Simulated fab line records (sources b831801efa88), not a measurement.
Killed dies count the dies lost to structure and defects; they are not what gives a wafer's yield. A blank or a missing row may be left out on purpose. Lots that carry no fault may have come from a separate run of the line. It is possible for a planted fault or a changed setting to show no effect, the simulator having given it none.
A struck lot beside a sound one | flow gf180mcu | 14 steps out of a route of 602
Sound: the wafers L609.4, L609.5, L609.6. Wafers L605.4, L605.5, L605.6 were the ones struck. The cause comes at the end.
At each step with rows: each side's tool, then ch and its chambers, then its first start. Under that, the readings that differ: sound wafers | struck wafers | difference of the means | sigmas: that difference in standard deviations of wafers without a fault.
alike: a reading whose means differ by less than 2 such deviations, as well as words and numbers matching on both sides. not compared: withheld readings; readings where some wafer has no value; bounds like >300 that might hide an equal value; numbers whose values overlap and for which the record gives no deviation.
Wherever a step has rows on one side only, a row that says differs or no value, or a row with sigmas, the two part there. Numbers that don't overlap but have no deviation are shown without sigmas and don't part them. A reading that every wafer of one side lacks parts them only if that side has two wafers or more.

first, 4 steps without rows for these wafers: GF_MIM_SOFTBAKE_15 (time 60 s); GF_MIM_EXPOSE_16 (exposes mask FuseTop, target cd 2000 nm); GF_MIM_PEB_17; GF_MIM_DEVELOP_18 (develop time 60 s).
GF_MIM_METAL_ETCH_19: etches the open film in Cl2/BCl3, stops on Si3N4, target depth 324.5 nm, time 54.1 s.
  sound on rie_metal-02 ch 0,1, day 27 16:20; struck on rie_metal-01 ch 0,1, day 25 23:31
  alike: drypump_motor_current_A, oes_product_au, throttle_valve_pct
  not compared: rf_hours_counter_h
GF_MIM_STRIP_20: strips in O2/N2.
  sound on plasma_asher-02 ch 0,1, day 27 16:25; struck on plasma_asher-04 ch 0,1, day 25 23:36
  alike: drypump_motor_current_A, heater_power_w, oes_product_au, strip_time_to_endpoint_s
  not compared: rf_hours_counter_h
then, 6 steps without rows for these wafers: GF_MIM_STRIP_21 (strips in post etch residue remover, time 1200 s); GF_MIM_CLEAN_22 (cleans in DIW); GF_M5_DEHYDRATE_00 (time 60 s); GF_M5_HMDS_01 (prime time 60 s); GF_M5_COAT_02 (resist thk 1000 nm); GF_M5_SOFTBAKE_03 (time 60 s).
GF_M5_EXPOSE_04: exposes mask Metal5, target cd 280 nm.
  struck on krf_scanner-01, day 26 09:38; sound on krf_scanner-01 ch 0, day 28 02:31
  no value came back on the struck wafers for exposure_dose_mJ_cm2, focus_offset_nm (nm), reticle_temp_C (C); on the sound wafers exposure_dose_mJ_cm2 reads 27.901 27.947 27.918
  alike: mask
then, 1 step without rows for these wafers: GF_M5_PEB_05 (peb time 90 s).

WHERE THEY PART
Within this record, at GF_M5_EXPOSE_04 only.

WHY: the cause the simulator had injected
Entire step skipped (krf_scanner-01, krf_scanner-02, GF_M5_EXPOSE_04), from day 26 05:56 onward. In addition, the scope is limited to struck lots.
